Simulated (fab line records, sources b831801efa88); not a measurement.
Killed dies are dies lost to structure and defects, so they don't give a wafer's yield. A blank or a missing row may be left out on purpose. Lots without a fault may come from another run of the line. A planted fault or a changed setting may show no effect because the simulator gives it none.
Which tool did it? | flow sky130 | 9 lots, 27 wafers sampled, at 5 steps of a route of 708

WHAT THE GAUGES READ, wafer by wafer
SKY_METAL5_RS_MEAS_05: measures by four-point-probe.
lot  | measured     | on            | METAL5_ALCU_RS (ohm/sq)
L418 | day 43 19:10 | film_metro-04 | 0.02752 0.0274 0.0272
L420 | day 44 04:54 | film_metro-01 | 0.02675 0.02686 0.02704
L421 | day 44 10:53 | film_metro-02 | 0.03153 0.02697 0.02687
L422 | day 45 01:39 | film_metro-02 | 0.02684 0.02675 0.03156
L431 | day 47 05:12 | film_metro-02 | 0.02724 0.02709 0.02756
L433 | day 47 13:32 | film_metro-02 | 0.02692 0.02715 0.02732
L434 | day 47 17:24 | film_metro-01 | 0.02723 0.02717 0.02707
L436 | day 48 03:40 | film_metro-04 | 0.02688 0.02695 0.02697
L438 | day 49 04:04 | film_metro-02 | 0.02671 0.02669 0.02676

WHICH TOOL RAN EACH LOT (tool, then ch and the chambers of the sampled wafers, then the start)
lot  | SKY_CAP2M_CVD_00                | SKY_CAP2M_STRIP_14                   | SKY_VIA4_CMP_21               | SKY_METAL5_SPUTTER_02
L418 | pecvd-02 ch 0,1,2, day 40 18:04 | plasma_asher-03 ch 0,1, day 41 17:52 | cmp-02 ch 0,1,3, day 43 18:42 | pvd_sputter-04, day 43 19:03
L420 | pecvd-02 ch 0,1,2, day 41 05:31 | plasma_asher-03 ch 0,1, day 42 04:55 | cmp-02 ch 0,1,2, day 44 04:30 | pvd_sputter-04, day 44 04:45
L421 | pecvd-04 ch 0,1,2, day 41 11:55 | plasma_asher-02 ch 0, day 42 10:23   | cmp-02 ch 1,2, day 44 10:25   | pvd_sputter-04, day 44 10:46
L422 | pecvd-01 ch 0,2, day 42 00:35   | plasma_asher-02 ch 0,1, day 43 00:10 | cmp-02 ch 0,3, day 45 01:09   | pvd_sputter-04, day 45 01:29
L431 | pecvd-02 ch 0,1,2, day 44 10:50 | plasma_asher-01 ch 0,1, day 45 08:16 | cmp-02 ch 2,3, day 47 04:40   | pvd_sputter-02, day 47 05:02
L433 | pecvd-04 ch 0,2, day 44 21:10   | plasma_asher-03 ch 0,1, day 45 17:59 | cmp-02 ch 0,1, day 47 13:04   | pvd_sputter-04, day 47 13:25
L434 | pecvd-02 ch 0,1,2, day 44 23:58 | plasma_asher-03 ch 0,1, day 45 21:56 | cmp-01 ch 0,3, day 47 16:55   | pvd_sputter-04, day 47 17:16
L436 | pecvd-04 ch 0,1, day 45 12:32   | plasma_asher-03 ch 0,1, day 46 09:04 | cmp-01 ch 1,2,3, day 48 03:20 | pvd_sputter-03, day 48 03:32
L438 | pecvd-04 ch 1,2, day 46 15:28   | plasma_asher-02 ch 0,1, day 47 11:01 | cmp-02 ch 0,1,2, day 49 03:38 | pvd_sputter-04, day 49 03:56
- SKY_CAP2M_CVD_00: deposits SiO2, target thk 15.5 nm.
- SKY_CAP2M_STRIP_14: strips in O2/N2.
- SKY_VIA4_CMP_21: polishes, stops on SiO2, t overpolish 25 s, target thk 0 nm.
- SKY_METAL5_SPUTTER_02: material AlCu, target thk 1150 nm, time 61.2 s.

THE ANSWER, worked out from the rows above alone
Rule: what is usual is taken from the lots themselves. Put in order of their means at a reading, lots are off if they are a third of the lots or fewer, leave a main group of 4 or more, and stand apart from it by a gap of 3 or more times the standard deviation of the main group's means; of several such gaps the widest counts. A main group whose means are all the same, to the digits that the tables above print for the reading, isn't used. A lot without any number at a reading at which 4 lots or more have one is off too. The other lots that the step has rows for count as sound.
Off: L421, L422, at SKY_METAL5_RS_MEAS_05 (METAL5_ALCU_RS). The main group: mean 0.02707 ohm/sq, standard deviation 0.00022.
A tool fits if, at a process step before that reading, it ran every lot that is off, and no sound lot after the first of them. The gauges at SKY_METAL5_RS_MEAS_05 are tried like those tools. None of those tried fits.

WHAT THE SIMULATOR HAD PUT IN
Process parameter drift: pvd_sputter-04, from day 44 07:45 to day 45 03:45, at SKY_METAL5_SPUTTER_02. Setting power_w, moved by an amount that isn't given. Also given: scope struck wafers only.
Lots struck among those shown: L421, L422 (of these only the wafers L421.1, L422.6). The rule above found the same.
